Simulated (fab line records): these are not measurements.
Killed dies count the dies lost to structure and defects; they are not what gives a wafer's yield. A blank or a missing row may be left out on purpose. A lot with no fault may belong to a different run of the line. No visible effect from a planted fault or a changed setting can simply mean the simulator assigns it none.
One fault through the eyes of 2 desks | flow gf180mcu | each desk holds nothing but its own numbers, with what lay behind them at the end

METROLOGY DESK
Lot by lot, what the gauges showed, no matter which tool ran the lot: averages of those sampled wafers that carry a number. A lot is out of limits, marked OUT, if its mean lies more than 4 standard deviations from the usual mean; the brackets give that distance.
Columns: A = LVPWELL_OVL at GF_LVPWELL_OVL_MEAS_07, usual 0.9 nm; B = DUAL_GATE_OXIDATION_00_THK at GF_DUAL_GATE_THK_MEAS_03, usual 10.84 nm; C = DUAL_GATE_OVL at GF_DUAL_GATE_OVL_MEAS_11, usual 0.2 nm
lot  | first seen here | A    | B               | C
L953 | day 4 02:29     | -0.2 | 10.61           | 0.3
L954 | day 4 07:38     | -0.2 | 11.08           | 1.2
L955 | day 4 13:16     | -1.6 | 10.84           | 1.7
L956 | day 4 19:05     | 0.2  | 10.93           | -0.3
L957 | day 5 00:14     | 0.6  | 10.90           | 0.2
L958 | day 5 08:25     | 1.4  | 10.68           | -0.5
L961 | day 5 22:20     | -1.5 | 16.62 (+23) OUT | -0.4
L965 | day 6 23:08     | 1.3  | 10.70           | 2.2
L968 | day 7 15:59     | 0.8  | 10.60           | -1.0
L972 | day 8 12:46     | -0.8 | 11.25           | -0.6
L973 | day 8 19:50     | 2.3  | 11.03           | -0.8
L974 | day 9 01:23     | 1.5  | 10.53           | 0.4
L975 | day 9 08:34     | -0.2 | 10.40           | -1.0
Per this desk, out of limits: L961; the first was L961, day 10 03:37 (DUAL_GATE_OXIDATION_00_THK at GF_DUAL_GATE_THK_MEAS_03). L953, L954, L955, L956, L957, L958, L965, L968, L972, L973, L974, L975: within limits.

TOOL OWNER'S DESK, furnace-01
The tool's own readings at GF_DUAL_GATE_OXIDATION_02 (stabilise 600 s, purge 300 s, target thk 10.887 nm): means of the sampled wafers that have a number, for each lot that ran on this tool. A lot is out of limits, marked OUT, if its mean lies more than 4 standard deviations from the usual mean; the brackets give that distance.
Columns: A = oxTempCMax at GF_DUAL_GATE_OXIDATION_02, usual 904.1; B = spikeTcBottomC at GF_DUAL_GATE_OXIDATION_02, usual 920.5 C; C = zonePowerBottomPct at GF_DUAL_GATE_OXIDATION_02, usual 27.3 %
lot  | first seen here | A     | B     | C
L955 | day 8 12:23     | 903.1 | 920.6 | 25.9
L956 | day 8 20:33     | 903.4 | 919.1 | 26.0
L957 | day 9 00:56     | 903.0 | 920.6 | 25.8
L958 | day 9 09:11     | 903.3 | 920.4 | 26.1
L961 | day 10 02:10    | 903.1 | 920.6 | 26.2
L972 | day 13 05:20    | 902.6 | 920.1 | 25.9
L973 | day 13 13:37    | 902.7 | 920.2 | 25.9
Result from this desk: across the 7 lots, nothing is out of limits.

PUT TOGETHER
At day 10 03:37 the metrology desk could have sounded an alarm, on L961.
Nothing out of limits was seen by the tool owner's desk.
The tool owner's desk has L961 on record, within its limits.
Every lot named ran GF_DUAL_GATE_OXIDATION_02 on furnace-01.

WHAT WAS PUT IN BY THE SIMULATOR
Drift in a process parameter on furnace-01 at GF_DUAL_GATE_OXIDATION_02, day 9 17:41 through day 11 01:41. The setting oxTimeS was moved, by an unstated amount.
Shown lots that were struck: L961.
Per desk, hours elapsed from the start of the fault to the first reading out of limits: for the metrology desk, 10.
